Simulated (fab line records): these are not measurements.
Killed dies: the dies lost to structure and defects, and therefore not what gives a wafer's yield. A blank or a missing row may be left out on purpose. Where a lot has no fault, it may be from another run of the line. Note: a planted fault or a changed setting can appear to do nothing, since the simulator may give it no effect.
Struck lot and sound lot, side by side ; flow sky130 ; 15 out of 708 route steps
Sound: the wafers L415.2, L415.5, L415.6. Wafers struck: L417.1, L417.4, L417.5. The cause is named last.
For every step that has rows: the tool of each side, followed by ch and its chambers, followed by its first start. Under that, the readings that differ: sound wafers ; struck wafers ; difference of the means ; sigmas: that difference in standard deviations of wafers without a fault.
alike: readings with means less than 2 such deviations apart, plus words and numbers identical on both sides. not compared: withheld readings, readings lacking a value on some wafer, bounds such as >300 that could conceal the same value, and numbers that have no deviation in the record and whose values overlap.
A row with sigmas, a row that says differs or no value, or rows on one side alone: a step with any of these is where the two part. When numbers do not overlap yet have no deviation, they are printed without sigmas and do not part them. Lack of a reading on every wafer of one side parts them only where that side has two or more wafers.

first, 7 steps without rows for these wafers: SKY_LOCAL_INTERCONNECT_HMDS_04 (prime time 60 s); SKY_LOCAL_INTERCONNECT_COAT_05 (resist thk 60 nm); SKY_LOCAL_INTERCONNECT_COAT_06 (resist thk 443.6 nm); SKY_LOCAL_INTERCONNECT_SOFTBAKE_07 (time 90 s); SKY_LOCAL_INTERCONNECT_EXPOSE_08 (exposes mask LI1M, target cd 170 nm); SKY_LOCAL_INTERCONNECT_PEB_09; SKY_LOCAL_INTERCONNECT_DEVELOP_10 (develop time 60 s).
SKY_LOCAL_INTERCONNECT_CD_MEAS_11: the cd target is 170 nm.
  struck on cd sem-01, day 34 09:06; sound on cd sem-01, day 33 12:46
  alike: cd nm
SKY_LOCAL_INTERCONNECT_OVL_MEAS_12:
  struck on overlay-02, day 34 09:13; sound on overlay-02, day 33 12:52
  alike: LOCAL_INTERCONNECT_OVL
SKY_LOCAL_INTERCONNECT_ETCH_13: etches BARC in N2/H2, stops on SiO2, time 45.9 s, target depth 60 nm.
  sound on rie metal-01 ch 0,1, day 33 12:53; struck on rie metal-02 ch 0,1, day 34 09:16
  alike: drypump motor current A, h2 flow sccm, oes product au, throttle valve pct
  not compared: rf hours counter h
SKY_LOCAL_INTERCONNECT_METAL_ETCH_14: etches TiN in Cl2/BCl3, stops on PSG, target depth 110 nm, time 31.4 s.
  sound on rie metal-01 ch 0,1, day 33 12:58; struck on rie metal-02 ch 0,1, day 34 09:19
  alike: bcl3 flow sccm, drypump motor current A, mfc cl2 sccm, oes product au, throttle valve pct
  not compared: rf hours counter h
SKY_LOCAL_INTERCONNECT_STRIP_15: strips in O2/N2.
  sound on plasma asher-03 ch 0,1, day 33 13:01; struck on plasma asher-02 ch 0,1, day 34 09:22
  alike: drypump motor current A, oes product au, strip time to endpoint s
  not compared: rf hours counter h
SKY_LOCAL_INTERCONNECT_STRIP_16: strips in post etch residue remover, time 1200 s.
  sound on wet bench-01 ch 0, day 33 13:07; struck on wet bench-04 ch 2, day 34 09:28
reading;sound;struck;difference;sigmas
run length s (s);1226 1226 1226;1475 1475 1475;+249;+67
then, 1 step without rows for these wafers: SKY_LOCAL_INTERCONNECT_CLEAN_17 (cleans in IPA, time 180 s).
-- the record jumps here: 14 days lie between the struck wafers' starts before and after (it left off in module LOCAL_INTERCONNECT and takes up again in module PAD_OPEN, whose first step shown is number 708 of the route) --
SKY_PAD_OPEN_PROBE_99:
  struck on prober-02, day 48 18:42; sound on prober-02, day 48 04:19
reading;sound;struck;difference;sigmas
killed at contacts;13 20 11;33 24 24;+12;+2
  alike: killed_at_M0_to_M3, killed_at_M4_up, killed at front end, killed at other, killed dies, killed open, killed short

== WHERE THEY PART ==
Earliest at SKY_LOCAL_INTERCONNECT_STRIP_16; latest, in this record, at SKY_PAD_OPEN_PROBE_99.

WHY: what the simulator had put in
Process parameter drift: wet bench-04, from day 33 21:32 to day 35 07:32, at SKY_LOCAL_INTERCONNECT_STRIP_16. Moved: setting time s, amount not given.
